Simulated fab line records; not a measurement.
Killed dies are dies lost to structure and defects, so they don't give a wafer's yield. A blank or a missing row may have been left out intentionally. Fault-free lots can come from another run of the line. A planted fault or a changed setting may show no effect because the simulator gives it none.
8D (eight disciplines) problem report, filled in by code + flow gf180mcu + the parts of the form that need people (team, actions taken, sign-off) are left out
Where a reading is given only as a bound, like >300, the bound stands for it, and a mean or a difference that rests on one is marked > or <: the true number lies beyond.

1. WHAT WENT WRONG
MIM_ALCU_RS at GF_MIM_RS_MEAS_10 reads a mean of 9.2951 ohm/sq on 6 wafers of 2 lots; wafers without a fault read 0.1595 ohm/sq with a standard deviation of 0.0019. So: +99 or more standard deviations from the usual mean.
The step: measures by four-point-probe.
Seen first at day 26 23:17 on film-metro-04, wafer L224.2. The record holds 42 wafers of 14 lots with a number at this step. Rule for "out" (also "out of limits"): further than 4 standard deviations from the usual mean. The rest of the wafers with a number are treated as sound.

2. WHAT IT IS AND WHAT IT IS NOT
| question                    | is                           | is not                                                                                                         |
|-----------------------------|------------------------------|----------------------------------------------------------------------------------------------------------------|
| which readings at this step | MIM_ALCU_RS                  | -                                                                                                              |
| which lots                  | L224, L225                   | L216, L219, L220, L221, L226, L229, L230, L231, L232, L234, L235, L238                                         |
| which wafers of those lots  | all that have a number       | -                                                                                                              |
| read on which gauges        | film-metro-01, film-metro-04 | film-metro-02                                                                                                  |
| when                        | from day 26 23:17            | up to then (12 sound wafers); but 24 sound wafers of L226, L229, L230, L231, L232, L234, L235, L238 came after |

3. WHAT RULES OUT EACH SUSPECT
Counting: any tool at a process step up to the reading is kept as a suspect provided that every lot that is out went through it and no sound lot did after the first of them.
- the gauge at GF_MIM_RS_MEAS_10: ruled out. The wafers that are out were read on 2 gauges (film-metro-01, film-metro-04).
- pvd-sputter-01 at GF_MIM_SPUTTER_08 (material AlCu, target thk 200 nm, time 10.6 s): ruled out as a lasting fault. The sound lots L226, L231 went through it after L224, its earliest lot that is out (day 26 23:12).
Left after counting: nothing in the record.

4. THE CAUSE (what the simulator had put in)
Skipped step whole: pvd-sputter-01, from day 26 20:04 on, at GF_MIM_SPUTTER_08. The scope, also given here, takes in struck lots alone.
It was ruled out by counting, in error; the rule expects a fault to strike all lots run on its tool from its start on, and this fault did not.

5. THE EFFECT CHAIN, in route order
Rows list readings where the struck wafers' mean (over those with a number) sits beyond 3 standard deviations from the usual. Only readings whose record carries a usual standard deviation are examined. hours: median over the lots of the time between each lot's start at the first step of this table that gives one and its start at this step. sigmas: the change, counted in usual standard deviations.
| hours | step                 | reading            | usual         | on struck wafers | change  | sigmas      |
|-------|----------------------|--------------------|---------------|------------------|---------|-------------|
| 0     | GF_MIM_RS_MEAS_10    | MIM_ALCU_RS        | 0.1595 ohm/sq | 9.2951           | +9.1356 | +99 or more |
| 0     | GF_MIM_THK_MEAS_11   | MIM_ALCU_THK       | 204.3 nm      | <0.3             | <-204.0 | <-73        |
| 20    | GF_MIM_METAL_ETCH_19 | oes-product-au     | 0.943 a.u.    | 0.990            | +0.047  | +8.1        |
| 20    | GF_MIM_METAL_ETCH_19 | throttle-valve-pct | 28.282 %      | 28.235           | -0.047  | -4.8        |
Here are the process steps it includes:
- GF_MIM_METAL_ETCH_19: etches the open film in Cl2/BCl3, stops on Si3N4, target depth 324.5 nm, time 54.1 s.
Readings that are blank on the struck wafers while sound wafers have them: cathode-dc-power-W at GF_MIM_SPUTTER_08; chamber-pressure-pa at GF_MIM_SPUTTER_08; throttle-valve-pct at GF_MIM_SPUTTER_08.

6. WHAT WOULD HAVE CAUGHT IT SOONER
Counted from the fault's start at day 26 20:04, it took 3 hours until the first out-of-limits reading at a measuring or inspecting step in this record, taken at day 26 23:17.
At GF_MIM_SPUTTER_08 the tool's readings are blank on the struck wafers, where sound wafers have them: an empty tool record is the first sign, and it was there at once.
